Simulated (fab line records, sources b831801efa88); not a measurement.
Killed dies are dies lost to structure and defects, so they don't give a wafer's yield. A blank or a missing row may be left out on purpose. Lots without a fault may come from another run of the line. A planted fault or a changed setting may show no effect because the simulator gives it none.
Problem report in the 8D (eight disciplines) form, filled by code | flow sky130 | the parts of the form that need people (team, actions taken, sign-off) are left out

1. THE PROBLEM
strip_time_to_endpoint_s at SKY_VIA4_STRIP_13 reads a mean of 14.193 s on 6 wafers of 2 lots; wafers without a fault read 12.802 s with a standard deviation of 0.028. That is +50 standard deviations from the usual mean.
The step: strips in O2/N2.
First seen on wafer L764.1, day 47 08:28, on plasma_asher-01. The record holds 30 wafers of 10 lots with a number at this step. Rule for "out", or "out of limits": more than 4 standard deviations from the usual mean. The other wafers with a number count as sound.

2. WHAT IT IS AND WHAT IT IS NOT
question                    | is                               | is not
which readings at this step | strip_time_to_endpoint_s         | drypump_motor_current_A
which lots                  | L764, L766                       | L757, L759, L760, L761, L762, L765, L771, L775
which wafers of those lots  | all that have a number           | -
read on which tools         | plasma_asher-01, plasma_asher-02 | plasma_asher-04
when                        | from day 47 08:28                | up to then (18 sound wafers); but 6 sound wafers of L771, L775 came after

3. SUSPECTS, AND WHAT RULES EACH OUT
Counting: a tool at a process step up to the reading stays a suspect if it ran every lot that is out and no sound lot after the first of them.
- rie_diel-02 at SKY_VIA1_ETCH_15 (etches SiO2 in C4F8/O2/Ar, stops on TiN, target depth 351 nm, time 54 s): ruled out as a lasting fault. Sound lots L775 ran on it after its first lot that is out, L764 (day 39 02:21).
- pvd_sputter-03 at SKY_METAL4_SPUTTER_03 (material Ti, target thk 5 nm, time 3.3 s): ruled out as a lasting fault. Sound lots L771 ran on it after its first lot that is out, L764 (day 44 14:04).
- rie_diel-02 at SKY_VIA4_ETCH_12 (etches SiO2 in C4F8/O2/Ar, stops on TiN, target depth 580 nm): ruled out as a lasting fault. Sound lots L771 ran on it after its first lot that is out, L764 (day 47 08:23).
Left after counting: nothing in the record.

4. THE CAUSE (what the simulator had put in)
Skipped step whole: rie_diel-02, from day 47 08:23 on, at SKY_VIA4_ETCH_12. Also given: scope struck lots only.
Counting ruled it out, wrongly: the rule takes a fault to strike every lot that its tool runs from its start on, and this one did not.

5. THE CHAIN OF EFFECTS, in route order
Each row: a reading whose mean over the struck wafers that have a number lies more than 3 standard deviations from the usual. Only readings for which the record gives a usual standard deviation are gone through. hours: the time from each lot's start at the first step in this table that gives one to its start at this step, as a median over the lots. sigmas: the change in usual standard deviations.
hours | step                  | reading                  | usual    | on struck wafers | change | sigmas
0     | SKY_VIA4_STRIP_13     | strip_time_to_endpoint_s | 12.802 s | 14.193           | +1.391 | +50
61    | SKY_PAD_OPEN_PROBE_99 | defect_limited_yield     | 82.5 %   | 0.0              | -82.5  | -38
61    | SKY_PAD_OPEN_PROBE_99 | killed_at_M4_up          | 3.2      | 411.8            | +408.6 | +99 or more
61    | SKY_PAD_OPEN_PROBE_99 | killed_dies              | 86       | 492              | +406   | +37
61    | SKY_PAD_OPEN_PROBE_99 | killed_on_rim            | 17       | 96               | +79    | +22
61    | SKY_PAD_OPEN_PROBE_99 | sort_bin_5_function      | 10.4 %   | 93.0             | +82.6  | +52
61    | SKY_PAD_OPEN_PROBE_99 | sort_n_pass              | 406      | 0                | -406   | -37
61    | SKY_PAD_OPEN_PROBE_99 | sort_yield_pct           | 82.5 %   | 0.0              | -82.5  | -38
The process steps in it:
- SKY_VIA4_STRIP_13: strips in O2/N2.
- SKY_PAD_OPEN_PROBE_99
Readings that are blank on the struck wafers while sound wafers have them: bias_w at SKY_VIA4_ETCH_12; chamber_pressure_mTorr at SKY_VIA4_ETCH_12; oes_product_au at SKY_VIA4_ETCH_12.

6. WHAT WOULD HAVE CAUGHT IT SOONER
In this record the first reading out of limits was taken at day 47 08:28, 0 hours after the fault began at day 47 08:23.
At SKY_VIA4_ETCH_12 the tool's readings are blank on the struck wafers, where sound wafers have them: an empty tool record is the first sign, and it was there at once.
